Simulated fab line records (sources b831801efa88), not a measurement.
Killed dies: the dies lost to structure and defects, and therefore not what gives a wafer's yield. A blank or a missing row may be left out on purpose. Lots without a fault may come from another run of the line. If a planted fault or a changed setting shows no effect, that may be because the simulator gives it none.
fab line records	flow sky130
[record] lots = 14	wafers = 42	last_day = 50
route steps=708 shown CAP2M@620 VIA4@640 PAD_OPEN@707
lots that met no fault: taken from a fault-free run of the same line
start_h: the number of hours between the record's first day and the start of the first shown wafer of the lot	wait_h: how many hours have passed since the lot's step before this one	" as in the row above	L1.1+2: a row that stands for several wafers	- value missing, or start not given	* or withheld: withheld	< > ~ a bound
route shown NAME@n: names a module that has steps shown in the file, with the first one's number in the route	usual: mean/standard deviation of fault-free wafers	same: alike in all rows	chamber/n: place in a boat	sites: readings site by site	_std_site: their standard deviation	_edge_site: outer sites' mean less inner sites'	radius_mm: for every site, how far away it sits from the centre of the wafer	mask NAME#n: copy n	behind: the last tool/chamber to shape the wafer	hold: the reason the lot was held/the length of the hold in hours/how it ended	device: the n, p or np transistor that did not switch	end of line: at the end of the route, the tests of the same wafers	a step with no rows: only its recipe	killed: at the first sort, the dies lost to defects and structure; wafer yield is something else	map: dies across one wafer; x = killed, . = not, _ = none there
set.NAME: setting as actually run; set.NAME@STEP: the setting as run at that earlier step	model.NAME: the simulator's own value behind a step, which no gauge read
route steps across a sampled set of lots; one table per step, one row per wafer
[[steps]]
[step SKY_CAP2M_CLEAN_17]
[recipe] chemistry = O3/DIW	dry = n2_spin
lot.wafer	tool	chamber	start_h	wait_h
L590.1+2+4	wet_bench-01	0	956.60	0.0
L591.2+3+4	wet_bench-04	1	961.43	0.0
L593.1+3+6	wet_bench-03	0	995.51	0.0
L595.3+5+6	wet_bench-01	0	1008.86	0.0
L597.2+4+6	wet_bench-01	1	1013.64	0.0
L599.1+2+5	wet_bench-01	1	1036.16	0.0
L603.2+3+6	wet_bench-01	1	1060.07	0.0
L606.2+4+5	wet_bench-01	2	1070.08	0.0
L607.1+4+5	wet_bench-01	2	1072.47	0.0
L608.1+3+4	wet_bench-01	2	1075.88	0.0
L609.1+2+6	wet_bench-03	1	1083.82	0.0
L611.1+3+6	wet_bench-03	3	1101.76	0.0
L612.1+5+6	wet_bench-04	1	1102.66	0.0
L613.2+5+6	wet_bench-03	2	1102.75	0.0
[step SKY_VIA4_THK_MEAS_01]
[recipe] reads = SiO2_of_VIA4_HDPCVD_00
[usual] VIA4_HDPCVD_THK = 1749/16
lot.wafer	tool	chamber	start_h	wait_h	VIA4_HDPCVD_THK[nm]
L590.1	film_metro-03	-	981.00	0.1	1738
L590.2	"	-	"	"	1756
L590.4	"	-	"	"	1734
L591.2	film_metro-02	-	986.30	0.1	1779
L591.3	"	-	"	"	1763
L591.4	"	-	"	"	1780
L593.1	film_metro-02	-	1019.88	0.1	1735
L593.3	"	-	"	"	1733
L593.6	"	-	"	"	1747
L595.3	film_metro-03	-	1033.00	0.1	1742
L595.5	"	-	"	"	1720
L595.6	"	-	"	"	1724
L597.2	film_metro-02	-	1038.18	0.1	1747
L597.4	"	-	"	"	1739
L597.6	"	-	"	"	1748
L599.1	film_metro-01	-	1060.24	0.1	1760
L599.2	"	-	"	"	1762
L599.5	"	-	"	"	1782
L603.2	film_metro-03	-	1082.42	0.1	1762
L603.3	"	-	"	"	1758
L603.6	"	-	"	"	1768
L606.2	film_metro-03	-	1092.12	0.1	1743
L606.4	"	-	"	"	1743
L606.5	"	-	"	"	1727
L607.1	film_metro-01	-	1094.80	0.1	1734
L607.4	"	-	"	"	1773
L607.5	"	-	"	"	1728
L608.1	film_metro-01	-	1097.70	0.1	1747
L608.3	"	-	"	"	1725
L608.4	"	-	"	"	1757
L609.1	film_metro-03	-	1105.65	0.1	1732
L609.2	"	-	"	"	1745
L609.6	"	-	"	"	1724
L611.1	film_metro-03	-	1122.96	0.1	1750
L611.3	"	-	"	"	1764
L611.6	"	-	"	"	1757
L612.1	film_metro-01	-	1123.96	0.1	1722
L612.5	"	-	"	"	1737
L612.6	"	-	"	"	1722
L613.2	film_metro-02	-	1124.32	0.1	1739
L613.5	"	-	"	"	1727
L613.6	"	-	"	"	1725
[step SKY_VIA4_THK_MEAS_20]
[recipe] thk_meas_gauge = xrf	reads = W_of_VIA4_CVD_18
[usual] VIA4_W_THK = 526/7.9
lot.wafer	tool	chamber	start_h	wait_h	VIA4_W_THK[nm]
L590.1	film_metro-02	-	1005.17	0.1	515
L590.2	"	-	"	"	509
L590.4	"	-	"	"	515
L591.2	film_metro-03	-	1010.00	0.1	520
L591.3	"	-	"	"	515
L591.4	"	-	"	"	519
L593.1	film_metro-03	-	1043.04	0.1	537
L593.3	"	-	"	"	531
L593.6	"	-	"	"	532
L595.3	film_metro-02	-	1056.69	0.1	523
L595.5	"	-	"	"	526
L595.6	"	-	"	"	520
L597.2	film_metro-03	-	1061.21	0.1	519
L597.4	"	-	"	"	523
L597.6	"	-	"	"	513
L599.1	film_metro-01	-	1081.84	0.1	528
L599.2	"	-	"	"	531
L599.5	"	-	"	"	532
L603.2	film_metro-01	-	1103.98	0.1	528
L603.3	"	-	"	"	524
L603.6	"	-	"	"	517
L606.2	film_metro-01	-	1113.45	0.1	521
L606.4	"	-	"	"	526
L606.5	"	-	"	"	524
L607.1	film_metro-01	-	1116.77	0.1	530
L607.4	"	-	"	"	530
L607.5	"	-	"	"	527
L608.1	film_metro-01	-	1119.07	0.1	534
L608.3	"	-	"	"	530
L608.4	"	-	"	"	539
L609.1	film_metro-01	-	1126.28	0.1	533
L609.2	"	-	"	"	525
L609.6	"	-	"	"	536
L611.1	film_metro-01	-	1143.92	0.1	533
L611.3	"	-	"	"	538
L611.6	"	-	"	"	531
L612.1	film_metro-03	-	1144.74	0.1	526
L612.5	"	-	"	"	525
L612.6	"	-	"	"	521
L613.2	film_metro-01	-	1145.03	0.1	528
L613.5	"	-	"	"	525
L613.6	"	-	"	"	541
[step SKY_PAD_OPEN_BOW_MEAS_13]
[recipe] mode = bow
[usual] PAD_OPEN_BOW = 46/8.6
lot.wafer	tool	chamber	start_h	wait_h	PAD_OPEN_BOW[um]
L590.1	film_metro-04	-	1075.43	-	49
L590.2	"	-	"	"	45
L590.4	"	-	"	"	32
L591.2	film_metro-04	-	1079.58	-	54
L591.3	"	-	"	"	66
L591.4	"	-	"	"	53
L593.1	film_metro-03	-	1109.60	-	39
L593.3	"	-	"	"	38
L593.6	"	-	"	"	33
L595.3	film_metro-01	-	1122.14	-	38
L595.5	"	-	"	"	56
L595.6	"	-	"	"	50
L597.2	film_metro-04	-	1126.37	-	40
L597.4	"	-	"	"	52
L597.6	"	-	"	"	42
L599.1	film_metro-03	-	1145.77	-	49
L599.2	"	-	"	"	53
L599.5	"	-	"	"	52
L603.2	film_metro-03	-	1165.67	-	49
L603.3	"	-	"	"	45
L603.6	"	-	"	"	53
L606.2	film_metro-01	-	1174.37	-	57
L606.4	"	-	"	"	60
L606.5	"	-	"	"	52
L607.1	film_metro-01	-	1176.84	-	34
L607.4	"	-	"	"	42
L607.5	"	-	"	"	42
L608.1	film_metro-03	-	1178.58	-	66
L608.3	"	-	"	"	51
L608.4	"	-	"	"	64
L609.1	film_metro-04	-	1183.50	-	38
L609.2	"	-	"	"	35
L609.6	"	-	"	"	51
L611.1	film_metro-01	-	1198.22	-	53
L611.3	"	-	"	"	62
L611.6	"	-	"	"	49
L612.1	film_metro-04	-	1199.59	-	43
L612.5	"	-	"	"	49
L612.6	"	-	"	"	44
L613.2	film_metro-03	-	1199.74	-	31
L613.5	"	-	"	"	53
L613.6	"	-	"	"	45
[step SKY_PAD_OPEN_PROBE_99]
[usual] defect_limited_yield = 82.6/1.9	killed_at_M0_to_M3 = 43/6.9	killed_at_M4_up = 3.0/1.8	killed_at_contacts = 24/4.8	killed_at_front_end = 15/4.5	killed_at_other = 0.4/0.67	killed_dies = 86/9.2	killed_open = 46/6.9	killed_short = 39/6	sort_bin_3_pad_short = 0.8/0.39	sort_bin_5_function = 10.2/1.3	sort_bin_6_memory = 6.3/1.2	sort_n_pass = 406/9.2	sort_yield_pct = 82.6/1.9
[same] gross_dies = 492	killed_at_back_side = 0	sort_bin_4_leakage[%] = 0	sort_bin_8_speed[%] = 0
lot.wafer	tool	chamber	start_h	wait_h	hold	defect_limited_yield[%]	killed_at_M0_to_M3	killed_at_M4_up	killed_at_contacts	killed_at_front_end	killed_at_other	killed_dies	killed_open	killed_short	sort_bin_3_pad_short[%]	sort_bin_5_function[%]	sort_bin_6_memory[%]	sort_n_pass	sort_yield_pct[%]
L590.1	prober-02	-	1075.55	0.1	-	77.6	55	3	33	18	1	110	65	45	1.2	13.2	7.9	382	77.6
L590.2	prober-02	-	1075.60	0.1	-	79.5	54	4	32	10	1	101	49	52	1.8	12.2	6.5	391	79.5
L590.4	prober-02	-	1075.70	0.2	-	80.5	49	0	35	12	0	96	60	36	0.4	9.8	9.3	396	80.5
L591.2	prober-01	-	1079.73	0.1	-	83.1	40	4	26	13	0	83	49	34	0.4	10.6	5.9	409	83.1
L591.3	prober-01	-	1079.78	0.2	-	80.1	57	6	20	15	0	98	49	49	0.8	10.4	8.7	394	80.1
L591.4	prober-01	-	1079.83	0.2	-	83.3	39	3	22	18	0	82	33	49	1.8	11.0	3.9	410	83.3
L593.1	prober-01	-	1109.72	0.1	-	84.1	40	3	21	14	0	78	40	38	0.8	8.9	6.1	414	84.1
L593.3	prober-01	-	1109.82	0.2	-	82.1	52	4	19	13	0	88	50	38	1.6	11.6	4.7	404	82.1
L593.6	prober-01	-	1109.97	0.2	-	81.1	52	3	25	12	1	93	52	41	1.2	10.8	6.9	399	81.1
L595.3	prober-01	-	1122.32	0.2	-	83.1	42	3	23	15	0	83	47	36	0.6	10.8	5.5	409	83.1
L595.5	prober-01	-	1122.42	0.2	-	82.9	50	2	26	6	0	84	44	40	0.8	10.4	5.9	408	82.9
L595.6	prober-01	-	1122.47	0.2	-	81.9	49	3	20	16	1	89	45	43	1.2	12.8	4.1	403	81.9
L597.2	prober-02	-	1126.52	0.1	-	81.3	35	3	40	14	0	92	47	45	1.6	11.2	5.9	400	81.3
L597.4	prober-02	-	1126.62	0.2	-	90.0	22	2	17	8	0	49	29	20	0.6	5.9	3.5	443	90.0
L597.6	prober-02	-	1126.72	0.2	-	83.7	28	2	31	18	1	80	46	33	1.0	9.8	5.5	412	83.7
L599.1	prober-02	-	1145.89	0.1	-	80.1	46	4	28	20	0	98	61	37	1.0	10.8	8.1	394	80.1
L599.2	prober-02	-	1145.94	0.1	-	81.3	38	2	32	19	1	92	56	36	0.2	11.0	7.5	400	81.3
L599.5	prober-02	-	1146.09	0.2	-	83.3	44	6	12	20	0	82	49	33	0.2	11.6	4.9	410	83.3
L603.2	prober-01	-	1165.82	0.1	-	79.7	41	7	29	21	2	100	60	40	0.8	12.2	7.3	392	79.7
L603.3	prober-01	-	1165.87	0.2	-	80.5	43	6	27	20	0	96	49	47	0.6	12.2	6.7	396	80.5
L603.6	prober-01	-	1166.02	0.2	-	81.3	48	2	23	18	1	92	46	46	1.0	10.0	7.7	400	81.3
L606.2	prober-01	-	1174.52	0.1	await_dispo/8.5h/release	76.4	32	1	25	10	48	116	38	30	2.0	14.2	7.3	376	76.4
L606.4	prober-01	-	1174.62	0.2	await_dispo/8.5h/release	74.8	39	2	21	18	44	124	43	37	1.6	16.5	7.1	368	74.8
L606.5	prober-01	-	1174.67	0.2	await_dispo/8.5h/release	75.2	44	1	20	10	47	122	45	32	2.6	15.9	6.3	370	75.2
L607.1	prober-02	-	1176.96	0.1	await_dispo/1.1h/release	77.0	40	2	18	13	40	113	42	31	3.5	14.4	5.1	379	77.0
L607.4	prober-02	-	1177.11	0.2	await_dispo/1.1h/release	76.0	44	2	19	11	42	118	42	34	2.4	12.4	9.1	374	76.0
L607.5	prober-02	-	1177.16	0.2	await_dispo/1.1h/release	75.2	47	2	18	10	45	122	37	40	1.4	16.1	7.3	370	75.2
L608.1	prober-01	-	1178.70	0.1	await_dispo/6.6h/release	75.0	42	5	26	13	37	123	47	36	2.4	15.4	7.1	369	75.0
L608.3	prober-01	-	1178.80	0.2	await_dispo/6.6h/release	76.4	42	3	22	8	41	116	38	37	2.4	16.1	5.1	376	76.4
L608.4	prober-01	-	1178.85	0.2	await_dispo/6.6h/release	75.2	37	1	26	17	41	122	51	29	1.2	16.3	7.3	370	75.2
L609.1	prober-02	-	1183.62	0.1	-	81.3	45	3	25	18	1	92	51	41	0.8	11.2	6.7	400	81.3
L609.2	prober-02	-	1183.67	0.1	-	83.3	53	2	17	10	0	82	47	35	0.6	9.3	6.7	410	83.3
L609.6	prober-02	-	1183.87	0.2	-	84.6	40	2	20	13	1	76	37	39	0.2	9.1	6.1	416	84.6
L611.1	prober-02	-	1198.34	0.1	-	81.3	43	3	31	14	1	92	45	45	1.0	11.8	5.9	400	81.3
L611.3	prober-02	-	1198.44	0.2	-	86.4	31	2	22	11	1	67	33	33	0.6	7.3	5.7	425	86.4
L611.6	prober-02	-	1198.59	0.2	-	83.5	43	3	21	14	0	81	42	37	1.0	10.8	4.7	411	83.5
L612.1	prober-01	-	1199.71	0.1	-	79.5	57	1	25	16	2	101	57	42	0.8	13.2	6.5	391	79.5
L612.5	prober-01	-	1199.91	0.2	-	80.7	46	3	35	11	0	95	51	43	1.0	10.8	7.5	397	80.7
L612.6	prober-01	-	1199.96	0.2	-	79.9	55	3	22	18	1	99	51	47	0.8	11.4	7.9	393	79.9
L613.2	prober-02	-	1199.89	0.1	-	82.3	39	2	26	19	1	87	39	46	1.6	11.0	5.1	405	82.3
L613.5	prober-02	-	1200.04	0.2	-	80.5	48	1	27	19	1	96	52	44	0.8	11.2	7.5	396	80.5
L613.6	prober-02	-	1200.09	0.2	-	86.4	32	3	18	14	0	67	39	28	1.0	8.9	3.7	425	86.4
// killed by level:class
L590.1 CONTACT:geometric_particle:open=18 VIA3:geometric_particle:open=10 LI_CONTACT:geometric_particle:open=10 VIA1:geometric_particle:open=8 VIA1:geometric_particle:short=7 METAL2:geometric_particle:short=7 VIA2:geometric_particle:open=7 POLY_GATE:geometric_particle:short=6
L590.2 CONTACT:geometric_particle:open=11 VIA1:geometric_particle:open=11 VIA2:geometric_particle:open=10 VIA1:geometric_particle:short=9 CONTACT:geometric_particle:short=8 LI_CONTACT:geometric_particle:open=6 METAL1:geometric_particle:short=6 METAL2:geometric_particle:short=6
L590.4 VIA1:geometric_particle:open=17 CONTACT:geometric_particle:open=14 LI_CONTACT:geometric_particle:open=8 VIA3:geometric_particle:open=6 VIA1:geometric_particle:short=6 LOCAL_INTERCONNECT:geometric_particle:short=5 POLY_GATE:geometric_particle:open=4 METAL1:geometric_particle:short=4
L591.2 VIA1:geometric_particle:open=9 CONTACT:geometric_particle:open=8 LI_CONTACT:geometric_particle:open=7 VIA2:geometric_particle:open=7 LOCAL_INTERCONNECT:geometric_particle:short=6 VIA3:geometric_particle:open=5 VIA1:geometric_particle:short=4 METAL2:geometric_particle:short=4
L591.3 VIA1:geometric_particle:open=14 VIA3:geometric_particle:open=9 VIA1:geometric_particle:short=8 LI_CONTACT:geometric_particle:open=7 METAL2:geometric_particle:short=7 METAL4:geometric_particle:short=6 POLY_GATE:geometric_particle:open=5 METAL1:geometric_particle:short=5
L591.4 VIA1:geometric_particle:open=10 LOCAL_INTERCONNECT:geometric_particle:short=7 METAL2:geometric_particle:short=6 VIA2:geometric_particle:open=5 CONTACT:geometric_particle:short=5 FIELD_ISO:geometric_particle:short=4 FIELD_ISO:geometric_particle:open=4 SPACER:geometric_particle:short=4
L593.1 CONTACT:geometric_particle:open=11 FIELD_ISO:geometric_particle:open=7 VIA1:geometric_particle:open=7 VIA3:geometric_particle:open=5 METAL1:geometric_particle:short=5 CONTACT:geometric_particle:short=5 FIELD_ISO:geometric_particle:short=4 METAL2:geometric_particle:short=4
L593.3 VIA1:geometric_particle:open=11 VIA3:geometric_particle:open=9 LI_CONTACT:geometric_particle:open=8 VIA2:geometric_particle:open=7 CONTACT:geometric_particle:open=6 VIA2:geometric_particle:short=6 FIELD_ISO:geometric_particle:short=5 POLY_GATE:geometric_particle:open=5
L593.6 VIA1:geometric_particle:open=20 LI_CONTACT:geometric_particle:open=11 METAL2:geometric_particle:short=8 CONTACT:geometric_particle:short=6 CONTACT:geometric_particle:open=6 FIELD_ISO:geometric_particle:short=5 VIA1:geometric_particle:short=5 METAL3:geometric_particle:short=4
L595.3 VIA1:geometric_particle:open=10 VIA2:geometric_particle:open=9 CONTACT:geometric_particle:open=7 LI_CONTACT:geometric_particle:open=6 METAL1:geometric_particle:short=6 LOCAL_INTERCONNECT:geometric_particle:short=5 FIELD_ISO:geometric_particle:short=4 FIELD_ISO:geometric_particle:open=4
L595.5 VIA1:geometric_particle:open=9 CONTACT:geometric_particle:open=8 VIA3:geometric_particle:open=8 METAL2:geometric_particle:short=7 LOCAL_INTERCONNECT:geometric_particle:short=7 METAL1:geometric_particle:short=6 CONTACT:geometric_particle:short=5 VIA2:geometric_particle:open=5
L595.6 VIA1:geometric_particle:open=11 METAL2:geometric_particle:short=10 VIA3:geometric_particle:open=8 CONTACT:geometric_particle:open=6 VIA2:geometric_particle:open=6 FIELD_ISO:geometric_particle:short=5 VIA1:geometric_particle:short=5 LOCAL_INTERCONNECT:geometric_particle:short=4
L597.2 CONTACT:geometric_particle:open=11 LI_CONTACT:geometric_particle:open=9 VIA3:geometric_particle:open=9 LOCAL_INTERCONNECT:geometric_particle:short=8 CONTACT:geometric_particle:short=7 FIELD_ISO:geometric_particle:short=5 VIA1:geometric_particle:open=5 FIELD_ISO:geometric_particle:open=4
L597.4 CONTACT:geometric_particle:open=8 LOCAL_INTERCONNECT:geometric_particle:short=5 VIA1:geometric_particle:open=5 VIA3:geometric_particle:open=4 METAL1:geometric_particle:short=3 VIA1:geometric_particle:short=3 VIA2:geometric_particle:open=3 FIELD_ISO:geometric_particle:open=2
L597.6 CONTACT:geometric_particle:open=11 LI_CONTACT:geometric_particle:open=7 VIA1:geometric_particle:open=7 FIELD_ISO:geometric_particle:open=6 LOCAL_INTERCONNECT:geometric_particle:short=5 POLY_GATE:geometric_particle:short=4 METAL1:geometric_particle:short=4 VIA2:geometric_particle:open=4
L599.1 VIA1:geometric_particle:open=16 LI_CONTACT:geometric_particle:open=9 CONTACT:geometric_particle:open=9 POLY_GATE:geometric_particle:short=6 FIELD_ISO:geometric_particle:open=5 VIA2:geometric_particle:open=5 VIA3:geometric_particle:open=5 FIELD_ISO:geometric_particle:short=4
L599.2 CONTACT:geometric_particle:open=13 VIA1:geometric_particle:open=11 LI_CONTACT:geometric_particle:open=9 VIA3:geometric_particle:open=9 POLY_GATE:geometric_particle:short=5 POLY_GATE:geometric_particle:open=5 METAL2:geometric_particle:short=5 FIELD_ISO:geometric_particle:open=4
L599.5 VIA1:geometric_particle:open=12 VIA2:geometric_particle:open=7 POLY_GATE:geometric_particle:open=6 CONTACT:geometric_particle:open=6 VIA1:geometric_particle:short=6 METAL4:geometric_particle:short=5 FIELD_ISO:geometric_particle:short=4 POLY_GATE:geometric_particle:short=4
L603.2 CONTACT:geometric_particle:open=10 VIA1:geometric_particle:open=10 VIA3:geometric_particle:open=8 VIA2:geometric_particle:open=7 LI_CONTACT:geometric_particle:open=6 CONTACT:geometric_particle:short=6 METAL4:geometric_particle:short=5 SPACER:geometric_particle:open=4
L603.3 VIA1:geometric_particle:open=12 LOCAL_INTERCONNECT:geometric_particle:short=8 LI_CONTACT:geometric_particle:short=6 SPACER:geometric_particle:open=6 VIA1:geometric_particle:short=6 VIA3:geometric_particle:short=6 VIA3:geometric_particle:open=6 LI_CONTACT:geometric_particle:open=5
L603.6 VIA1:geometric_particle:open=13 VIA3:geometric_particle:open=8 LOCAL_INTERCONNECT:geometric_particle:short=7 CONTACT:geometric_particle:open=7 VIA1:geometric_particle:short=7 METAL2:geometric_particle:short=7 FIELD_ISO:geometric_particle:short=6 LI_CONTACT:geometric_particle:short=4
L606.2 CAP2M:unspecified=47 CONTACT:geometric_particle:open=12 VIA2:geometric_particle:open=6 VIA1:geometric_particle:open=6 LI_CONTACT:geometric_particle:open=5 LOCAL_INTERCONNECT:geometric_particle:short=5 METAL2:geometric_particle:short=5 VIA1:geometric_particle:short=5
L606.4 CAP2M:unspecified=44 VIA1:geometric_particle:open=7 METAL1:geometric_particle:short=7 LI_CONTACT:geometric_particle:open=6 VIA3:geometric_particle:open=6 VIA2:geometric_particle:open=6 CONTACT:geometric_particle:open=5 POLY_GATE:geometric_particle:open=4
L606.5 CAP2M:unspecified=45 VIA1:geometric_particle:open=13 LI_CONTACT:geometric_particle:open=9 METAL2:geometric_particle:short=9 VIA2:geometric_particle:open=5 CONTACT:geometric_particle:open=4 METAL2:geometric_particle:open=4 FIELD_ISO:geometric_particle:short=3
L607.1 CAP2M:unspecified=40 VIA1:geometric_particle:open=12 VIA2:geometric_particle:open=8 VIA3:geometric_particle:open=5 CONTACT:geometric_particle:short=5 FIELD_ISO:geometric_particle:short=4 LOCAL_INTERCONNECT:geometric_particle:short=4 LI_CONTACT:geometric_particle:open=4
L607.4 CAP2M:unspecified=42 VIA2:geometric_particle:open=10 VIA2:geometric_particle:short=7 VIA3:geometric_particle:open=7 CONTACT:geometric_particle:open=6 LI_CONTACT:geometric_particle:open=5 VIA1:geometric_particle:open=5 FIELD_ISO:geometric_particle:open=4
L607.5 CAP2M:unspecified=45 VIA1:geometric_particle:open=10 VIA2:geometric_particle:open=8 METAL3:geometric_particle:short=8 METAL1:geometric_particle:short=6 CONTACT:geometric_particle:open=6 LI_CONTACT:geometric_particle:open=5 VIA1:geometric_particle:short=5
L608.1 CAP2M:unspecified=37 CONTACT:geometric_particle:open=10 VIA1:geometric_particle:open=8 CONTACT:geometric_particle:short=7 LI_CONTACT:geometric_particle:open=6 VIA1:geometric_particle:short=6 VIA2:geometric_particle:open=6 VIA3:geometric_particle:open=4
L608.3 CAP2M:unspecified=41 VIA1:geometric_particle:open=13 VIA2:geometric_particle:open=8 CONTACT:geometric_particle:open=6 LI_CONTACT:geometric_particle:open=5 CONTACT:geometric_particle:short=5 METAL1:geometric_particle:short=5 METAL2:geometric_particle:short=5
L608.4 CAP2M:unspecified=41 VIA1:geometric_particle:open=12 CONTACT:geometric_particle:open=12 FIELD_ISO:geometric_particle:open=6 LI_CONTACT:geometric_particle:open=5 VIA1:geometric_particle:short=5 FIELD_ISO:geometric_particle:short=4 CONTACT:geometric_particle:short=4
L609.1 VIA1:geometric_particle:open=17 CONTACT:geometric_particle:short=8 CONTACT:geometric_particle:open=7 VIA3:geometric_particle:open=7 POLY_GATE:geometric_particle:open=6 LI_CONTACT:geometric_particle:open=6 POLY_GATE:geometric_particle:short=5 METAL1:geometric_particle:short=5
L609.2 VIA1:geometric_particle:open=10 VIA2:geometric_particle:open=9 LI_CONTACT:geometric_particle:open=7 CONTACT:geometric_particle:open=7 METAL1:geometric_particle:short=7 METAL2:geometric_particle:short=7 VIA1:geometric_particle:short=6 VIA3:geometric_particle:open=5
L609.6 VIA2:geometric_particle:open=11 LI_CONTACT:geometric_particle:open=9 METAL1:geometric_particle:short=6 METAL2:geometric_particle:short=6 VIA1:geometric_particle:short=5 VIA2:geometric_particle:short=5 CONTACT:geometric_particle:open=4 VIA1:geometric_particle:open=4
L611.1 VIA1:geometric_particle:short=8 LI_CONTACT:geometric_particle:open=8 LOCAL_INTERCONNECT:geometric_particle:short=7 CONTACT:geometric_particle:open=7 VIA1:geometric_particle:open=6 VIA2:geometric_particle:open=6 METAL2:geometric_particle:short=5 VIA3:geometric_particle:open=5
L611.3 VIA1:geometric_particle:open=10 CONTACT:geometric_particle:open=8 FIELD_ISO:geometric_particle:short=6 VIA2:geometric_particle:short=5 LI_CONTACT:geometric_particle:open=4 METAL1:geometric_particle:short=4 LI_CONTACT:geometric_particle:short=3 LOCAL_INTERCONNECT:geometric_particle:short=3
L611.6 VIA1:geometric_particle:open=9 VIA2:geometric_particle:open=9 CONTACT:geometric_particle:open=7 CONTACT:geometric_particle:short=6 VIA1:geometric_particle:short=5 METAL2:geometric_particle:short=5 FIELD_ISO:geometric_particle:short=4 METAL1:geometric_particle:short=4
L612.1 VIA1:geometric_particle:open=15 VIA2:geometric_particle:open=11 CONTACT:geometric_particle:short=10 CONTACT:geometric_particle:open=8 METAL2:geometric_particle:short=5 LI_CONTACT:geometric_particle:open=5 METAL1:geometric_particle:short=5 VIA3:geometric_particle:open=4
L613.2 LI_CONTACT:geometric_particle:open=9 METAL1:geometric_particle:short=8 POLY_GATE:geometric_particle:short=7 VIA1:geometric_particle:open=7 CONTACT:geometric_particle:short=6 CONTACT:geometric_particle:open=6 VIA1:geometric_particle:short=6 FIELD_ISO:geometric_particle:short=4
L612.5 LI_CONTACT:geometric_particle:open=12 CONTACT:geometric_particle:open=12 VIA1:geometric_particle:short=8 VIA1:geometric_particle:open=8 VIA2:geometric_particle:open=6 FIELD_ISO:geometric_particle:short=5 LOCAL_INTERCONNECT:geometric_particle:short=5 CONTACT:geometric_particle:short=5
L612.6 METAL1:geometric_particle:short=13 CONTACT:geometric_particle:open=12 VIA1:geometric_particle:open=10 FIELD_ISO:geometric_particle:short=8 VIA3:geometric_particle:open=8 METAL1:geometric_particle:open=6 VIA2:geometric_particle:open=4 METAL3:geometric_particle:short=4
L613.5 VIA1:geometric_particle:open=13 CONTACT:geometric_particle:open=9 METAL2:geometric_particle:short=9 LI_CONTACT:geometric_particle:open=8 METAL1:geometric_particle:short=7 VIA2:geometric_particle:open=7 FIELD_ISO:geometric_particle:short=5 FIELD_ISO:geometric_particle:open=5
L613.6 VIA2:geometric_particle:open=7 LI_CONTACT:geometric_particle:open=6 VIA1:geometric_particle:short=6 METAL2:geometric_particle:short=6 FIELD_ISO:geometric_particle:open=4 VIA1:geometric_particle:open=4 CONTACT:geometric_particle:open=4 VIA3:geometric_particle:open=4
[[key]]
[first_sign] step = SKY_PAD_OPEN_PROBE_99	reading = killed_at_other	direction = up	sigmas = 42	usual = 0.4	struck = 42.8
[effect] step = SKY_PAD_OPEN_PROBE_99	reading = sort_bin_5_function	direction = up	sigmas = 3.8	usual = 10.2	struck = 15.2
met_at SKY_CAP2M_CLEAN_17
struck_lots L606,L607,L608
not_acting_at SKY_VIA4_THK_MEAS_01,SKY_VIA4_THK_MEAS_20,SKY_PAD_OPEN_BOW_MEAS_13
onset_between 1060.07 1070.08
[fault] kind = chamber_particle_source	tool = wet_bench-01	chamber = -	onset_h = 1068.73	steps = SKY_CAP2M_CLEAN_17	rate_per_visit_cm2 = 0.48067	end_h = 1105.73
